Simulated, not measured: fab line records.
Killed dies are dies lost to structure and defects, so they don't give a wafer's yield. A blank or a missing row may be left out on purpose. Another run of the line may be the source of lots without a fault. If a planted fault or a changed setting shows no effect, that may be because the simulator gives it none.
The tool behind it: which one? :: flow sky130 :: 30 wafers from 10 lots sampled at 5 of the route's 708 steps

## WHAT EACH GAUGE READ, for each wafer
SKY_VIA3_THK_MEAS_01. Usual: for VIA3_HDPCVD_THK the level is 1633 nm and the standard deviation is 16.
lot: L861
measured: day 39 10:14
on: filmMetro-02
VIA3_HDPCVD_THK (nm): 1624 1620 1623
flag: 

lot: L862
measured: day 40 00:57
on: filmMetro-03
VIA3_HDPCVD_THK (nm): 1625 1657 1659
flag: 

lot: L867
measured: day 41 11:28
on: filmMetro-04
VIA3_HDPCVD_THK (nm): 1641 1617 1627
flag: 

lot: L869
measured: day 41 20:19
on: filmMetro-04
VIA3_HDPCVD_THK (nm): 1627 1628 1617
flag: 

lot: L871
measured: day 42 16:08
on: filmMetro-03
VIA3_HDPCVD_THK (nm): 1642 1631 1645
flag: 

lot: L876
measured: day 43 19:20
on: filmMetro-04
VIA3_HDPCVD_THK (nm): 1646 1642 1618
flag: 

lot: L878
measured: day 44 04:58
on: filmMetro-03
VIA3_HDPCVD_THK (nm): 1639 1650 1628
flag: 

lot: L879
measured: day 44 12:46
on: filmMetro-02
VIA3_HDPCVD_THK (nm): 1647 1647 1616
flag: 

lot: L880
measured: day 44 18:49
on: filmMetro-02
VIA3_HDPCVD_THK (nm): 1613 1607 1612
flag: 

lot: L881
measured: day 45 01:58
on: filmMetro-02
VIA3_HDPCVD_THK (nm): 1677 1650 1637
flag: 

SKY_PASSIVATION_THK_MEAS_03. Usual: for PASSIVATION_CVD_02_THK the level is 540 nm and the standard deviation is 7.5.
lot: L861
measured: day 44 15:23
on: filmMetro-04
PASSIVATION_CVD_02_THK (nm): 531 548 545
flag: 

lot: L862
measured: day 45 05:10
on: filmMetro-02
PASSIVATION_CVD_02_THK (nm): 535 541 542
flag: 

lot: L867
measured: day 46 09:38
on: filmMetro-02
PASSIVATION_CVD_02_THK (nm): 545 394 403
flag: OFF

lot: L869
measured: day 46 16:53
on: filmMetro-03
PASSIVATION_CVD_02_THK (nm): 398 529 399
flag: OFF

lot: L871
measured: day 47 12:07
on: filmMetro-04
PASSIVATION_CVD_02_THK (nm): 529 527 536
flag: 

lot: L876
measured: day 48 10:32
on: filmMetro-03
PASSIVATION_CVD_02_THK (nm): 535 541 543
flag: 

lot: L878
measured: day 48 19:01
on: filmMetro-04
PASSIVATION_CVD_02_THK (nm): 538 540 547
flag: 

lot: L879
measured: day 48 23:01
on: filmMetro-04
PASSIVATION_CVD_02_THK (nm): 544 546 557
flag: 

lot: L880
measured: day 49 06:41
on: filmMetro-03
PASSIVATION_CVD_02_THK (nm): 529 542 531
flag: 

lot: L881
measured: day 49 11:06
on: filmMetro-02
PASSIVATION_CVD_02_THK (nm): 530 530 535
flag: 

## TOOL THAT RAN EACH LOT (tool first, then ch and the chambers of the sampled wafers, then the start)
lot: L861
SKY_METAL3_METAL_ETCH_18: rieMetal-02 ch 1, day 39 09:16
SKY_PASSIVATION_CVD_00: pecvd-01 ch 0,1, day 44 15:05
SKY_PASSIVATION_CVD_02: pecvd-03 ch 0,1, day 44 15:10

lot: L862
SKY_METAL3_METAL_ETCH_18: rieMetal-01 ch 0,1, day 39 23:56
SKY_PASSIVATION_CVD_00: pecvd-03 ch 0,1,2, day 45 04:52
SKY_PASSIVATION_CVD_02: pecvd-02 ch 1,2, day 45 04:56

lot: L867
SKY_METAL3_METAL_ETCH_18: rieMetal-02 ch 1, day 41 10:31
SKY_PASSIVATION_CVD_00: pecvd-01 ch 0,2, day 46 09:20
SKY_PASSIVATION_CVD_02: pecvd-02 ch 1,2, day 46 09:25

lot: L869
SKY_METAL3_METAL_ETCH_18: rieMetal-02 ch 0,1, day 41 19:20
SKY_PASSIVATION_CVD_00: pecvd-03 ch 0,1, day 46 16:35
SKY_PASSIVATION_CVD_02: pecvd-02 ch 0,1, day 46 16:40

lot: L871
SKY_METAL3_METAL_ETCH_18: rieMetal-02 ch 0, day 42 15:01
SKY_PASSIVATION_CVD_00: pecvd-02 ch 0,1,2, day 47 11:49
SKY_PASSIVATION_CVD_02: pecvd-03 ch 0,1,2, day 47 11:54

lot: L876
SKY_METAL3_METAL_ETCH_18: rieMetal-02 ch 0,1, day 43 18:17
SKY_PASSIVATION_CVD_00: pecvd-02 ch 1,2, day 48 10:07
SKY_PASSIVATION_CVD_02: pecvd-01 ch 0,2, day 48 10:11

lot: L878
SKY_METAL3_METAL_ETCH_18: rieMetal-01 ch 0,1, day 44 04:02
SKY_PASSIVATION_CVD_00: pecvd-03 ch 0,1, day 48 18:43
SKY_PASSIVATION_CVD_02: pecvd-02 ch 0,2, day 48 18:47

lot: L879
SKY_METAL3_METAL_ETCH_18: rieMetal-01 ch 0,1, day 44 11:50
SKY_PASSIVATION_CVD_00: pecvd-01 ch 0,1,2, day 48 22:43
SKY_PASSIVATION_CVD_02: pecvd-02 ch 0,2, day 48 22:47

lot: L880
SKY_METAL3_METAL_ETCH_18: rieMetal-01 ch 0,1, day 44 17:53
SKY_PASSIVATION_CVD_00: pecvd-02 ch 0,2, day 49 06:22
SKY_PASSIVATION_CVD_02: pecvd-01 ch 0,1, day 49 06:26

lot: L881
SKY_METAL3_METAL_ETCH_18: rieMetal-04 ch 0,1, day 45 01:01
SKY_PASSIVATION_CVD_00: pecvd-02 ch 0,1,2, day 49 10:47
SKY_PASSIVATION_CVD_02: pecvd-03 ch 0,1, day 49 10:52
- SKY_METAL3_METAL_ETCH_18: etches the open film in Cl2/BCl3, stops on SiO2, target depth 845 nm, time 183.1 s.
- SKY_PASSIVATION_CVD_00: deposits SiO2, target thk 90 nm.
- SKY_PASSIVATION_CVD_02: deposits Si3N4, target thk 540 nm.

## AS READ BY THE TOOLS THEMSELVES (means over the sampled wafers that have a number; for cases with no such wafer, the mark the record gives instead)
SKY_METAL3_METAL_ETCH_18. Usual: bcl3FlowSccm 29.99 sccm, standard deviation 0.089; drypumpMotorCurrentA 5.51 A, standard deviation 0.23; oesProductAu 0.866 a.u., standard deviation 0.0069; throttleValvePct 22.265 %, standard deviation 0.0087.
lot: L861
tool: rieMetal-02
bcl3FlowSccm (sccm): 29.98
drypumpMotorCurrentA (A): 5.60
oesProductAu (a.u.): 0.874
throttleValvePct (%): 22.262
flag: 

lot: L862
tool: rieMetal-01
bcl3FlowSccm (sccm): 30.04
drypumpMotorCurrentA (A): 5.60
oesProductAu (a.u.): 0.867
throttleValvePct (%): 22.257
flag: 

lot: L867
tool: rieMetal-02
bcl3FlowSccm (sccm): 29.94
drypumpMotorCurrentA (A): 5.58
oesProductAu (a.u.): 0.867
throttleValvePct (%): 22.259
flag: 

lot: L869
tool: rieMetal-02
bcl3FlowSccm (sccm): 29.93
drypumpMotorCurrentA (A): 5.30
oesProductAu (a.u.): 0.855
throttleValvePct (%): 22.275
flag: 

lot: L871
tool: rieMetal-02
bcl3FlowSccm (sccm): 30.09
drypumpMotorCurrentA (A): 5.15
oesProductAu (a.u.): 0.871
throttleValvePct (%): 22.258
flag: 

lot: L876
tool: rieMetal-02
bcl3FlowSccm (sccm): 30.05
drypumpMotorCurrentA (A): 5.31
oesProductAu (a.u.): 0.858
throttleValvePct (%): 22.259
flag: 

lot: L878
tool: rieMetal-01
bcl3FlowSccm (sccm): 30.01
drypumpMotorCurrentA (A): 5.69
oesProductAu (a.u.): 0.868
throttleValvePct (%): 22.263
flag: 

lot: L879
tool: rieMetal-01
bcl3FlowSccm (sccm): 30.01
drypumpMotorCurrentA (A): 5.60
oesProductAu (a.u.): 0.867
throttleValvePct (%): 22.266
flag: 

lot: L880
tool: rieMetal-01
bcl3FlowSccm (sccm): 29.99
drypumpMotorCurrentA (A): 5.61
oesProductAu (a.u.): 0.861
throttleValvePct (%): 22.269
flag: 

lot: L881
tool: rieMetal-04
bcl3FlowSccm (sccm): 30.03
drypumpMotorCurrentA (A): 5.54
oesProductAu (a.u.): 0.863
throttleValvePct (%): 22.260
flag: 

SKY_PASSIVATION_CVD_00. Usual: 691 W for heaterPowerW, sd 100.
lot: L861
tool: pecvd-01
heaterPowerW (W): 648
flag: 

lot: L862
tool: pecvd-03
heaterPowerW (W): 686
flag: 

lot: L867
tool: pecvd-01
heaterPowerW (W): 752
flag: 

lot: L869
tool: pecvd-03
heaterPowerW (W): 785
flag: 

lot: L871
tool: pecvd-02
heaterPowerW (W): 619
flag: 

lot: L876
tool: pecvd-02
heaterPowerW (W): 678
flag: 

lot: L878
tool: pecvd-03
heaterPowerW (W): 735
flag: 

lot: L879
tool: pecvd-01
heaterPowerW (W): 703
flag: 

lot: L880
tool: pecvd-02
heaterPowerW (W): 715
flag: 

lot: L881
tool: pecvd-02
heaterPowerW (W): 676
flag: 

SKY_PASSIVATION_CVD_02. Usual: 733 W for heaterPowerW, sd 92.
lot: L861
tool: pecvd-03
heaterPowerW (W): 787
flag: 

lot: L862
tool: pecvd-02
heaterPowerW (W): 759
flag: 

lot: L867
tool: pecvd-02
heaterPowerW (W): 707
flag: 

lot: L869
tool: pecvd-02
heaterPowerW (W): 654
flag: 

lot: L871
tool: pecvd-03
heaterPowerW (W): 760
flag: 

lot: L876
tool: pecvd-01
heaterPowerW (W): 764
flag: 

lot: L878
tool: pecvd-02
heaterPowerW (W): 694
flag: 

lot: L879
tool: pecvd-02
heaterPowerW (W): 767
flag: 

lot: L880
tool: pecvd-01
heaterPowerW (W): 684
flag: 

lot: L881
tool: pecvd-03
heaterPowerW (W): 782
flag: 

## THE ANSWER, worked out from the rows above alone
Rule: a lot counts as off when the mean over its wafers that have a number is more than 3 standard deviations away from the usual mean. Also off: a lot with no number at a reading for which 4 or more lots have one. Any other lot the step has rows for is counted as sound. After the gauges, taken in route order, come the tools' own readings; for these a lot's mean is taken, as printed above. At the first step where some lot is off, the reading lying furthest off is the one used; lots without a number count as furthest.
Off: at SKY_PASSIVATION_THK_MEAS_03 (PASSIVATION_CVD_02_THK), L867, L869.
A tool fits if, at a process step before that reading, it ran every lot that is off, and no sound lot after the first of them. Gauges at SKY_PASSIVATION_THK_MEAS_03: tried the same way as those tools. None of those tried fits.

## WHAT WAS PUT IN BY THE SIMULATOR
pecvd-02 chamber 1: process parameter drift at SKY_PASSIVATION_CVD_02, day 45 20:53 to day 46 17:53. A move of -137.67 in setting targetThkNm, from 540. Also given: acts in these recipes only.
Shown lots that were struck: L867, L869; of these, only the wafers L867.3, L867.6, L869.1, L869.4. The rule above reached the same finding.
